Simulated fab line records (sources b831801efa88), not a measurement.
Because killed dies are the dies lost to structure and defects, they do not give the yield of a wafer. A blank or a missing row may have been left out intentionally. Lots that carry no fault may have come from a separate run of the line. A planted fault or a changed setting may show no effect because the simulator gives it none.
Commonality check across tools	flow sky130	Sampled: 13 lots, 39 wafers

== WHAT PROMPTED THE OPENING ==
SKY_NWELL_TW_MEAS_15, reading NWELL_TW: flagged on 1 of 13 lots. No-fault wafers: 1804, standard deviation 14.
Rule: a lot gets a flag if all its wafers with a number sit over 4 standard deviations from that mean, or if no wafer of it has a number. All remaining lots are regarded as sound.

lot	measured	on	NWELL_TW, wafer by wafer	flag
L928	day 4 14:44	film-metro-02	1800 1795 1812	
L929	day 4 21:53	film-metro-03	1784 1796 1795	
L930	day 5 00:29	film-metro-01	1809 1808 1804	
L932	day 5 16:38	film-metro-02	1814 1824 1830	
L934	day 5 23:25	film-metro-02	1817 1828 1816	
L935	day 6 07:14	film-metro-02	1809 1805 1811	
L938	day 7 01:14	film-metro-01	30 30 30	FLAGGED
L940	day 7 10:18	film-metro-03	1809 1809 1814	
L947	day 9 10:02	film-metro-01	1802 1818 1816	
L948	day 9 15:49	film-metro-03	1792 1792 1786	
L949	day 9 19:46	film-metro-02	1820 1822 1816	
L950	day 9 23:20	film-metro-02	1825 1824 1830	
L951	day 10 07:28	film-metro-03	1785 1779 1789	
Averaged over the flagged lots the numbers come to 30, -1774 from the usual (-99 or more standard deviations).

== LOT BY LOT: THE TOOL USED ==
The record holds 1 process step before the reading, out of a route of 708 steps. In each cell: the tool, then ch and the chambers that the sampled wafers went through, then the start.
lot	flag	SKY_NWELL_EXPOSE_07
L928		iline-stepper-02 ch 0, day 4 05:52
L929		iline-stepper-02 ch 0, day 4 12:42
L930		iline-stepper-02 ch 0, day 4 15:04
L932		iline-stepper-02 ch 0, day 5 07:14
L934		iline-stepper-01 ch 0, day 5 14:05
L935		iline-stepper-02 ch 0, day 5 22:04
L938	FLAGGED	iline-stepper-02 ch 0, day 6 15:35
L940		iline-stepper-02 ch 0, day 6 23:43
L947		iline-stepper-02 ch 0, day 8 22:26
L948		iline-stepper-02 ch 0, day 9 04:28
L949		iline-stepper-01 ch 0, day 9 08:33
L950		iline-stepper-02 ch 0, day 9 12:22
L951		iline-stepper-02 ch 0, day 9 19:32
What these steps do:
- SKY_NWELL_EXPOSE_07: exposes mask NWM, target cd 840 nm.
- SKY_NWELL_TW_MEAS_15

== FLAGGED AGAINST TOTAL, ONE TOOL AT A TIME (gauges that did the reading follow at the end) ==
step	tool	lots run	flagged	share of the flagged lots	sound lots run after its first flagged lot
SKY_NWELL_EXPOSE_07	iline-stepper-01	2	0	none	-
SKY_NWELL_EXPOSE_07	iline-stepper-02	11	1	all	5 (L940,L947,L948,L950,L951)
SKY_NWELL_TW_MEAS_15	film-metro-01	3	1	all	1 (L947)
SKY_NWELL_TW_MEAS_15	film-metro-02	6	0	none	-
SKY_NWELL_TW_MEAS_15	film-metro-03	4	0	none	-

== WHAT IS ALLOWED BY THE TABLE ==
Every flagged lot went through 2 rows of the table: iline-stepper-02 at SKY_NWELL_EXPOSE_07 and film-metro-01 at SKY_NWELL_TW_MEAS_15.
- iline-stepper-02 at SKY_NWELL_EXPOSE_07: 1 of its 11 lots flagged. Sound lots ran on it after the first flagged one (L940, L947, L948, L950, L951), which a lasting fault on the whole tool wouldn't allow.
- film-metro-01 at SKY_NWELL_TW_MEAS_15: 1 of its 3 lots flagged. Sound lots ran on it after the first flagged one (L947), which a lasting fault on the whole tool wouldn't allow.
Not one row of the table ran every flagged lot while running no sound lot after the first.

== WHAT WAS PUT IN BY THE SIMULATOR ==
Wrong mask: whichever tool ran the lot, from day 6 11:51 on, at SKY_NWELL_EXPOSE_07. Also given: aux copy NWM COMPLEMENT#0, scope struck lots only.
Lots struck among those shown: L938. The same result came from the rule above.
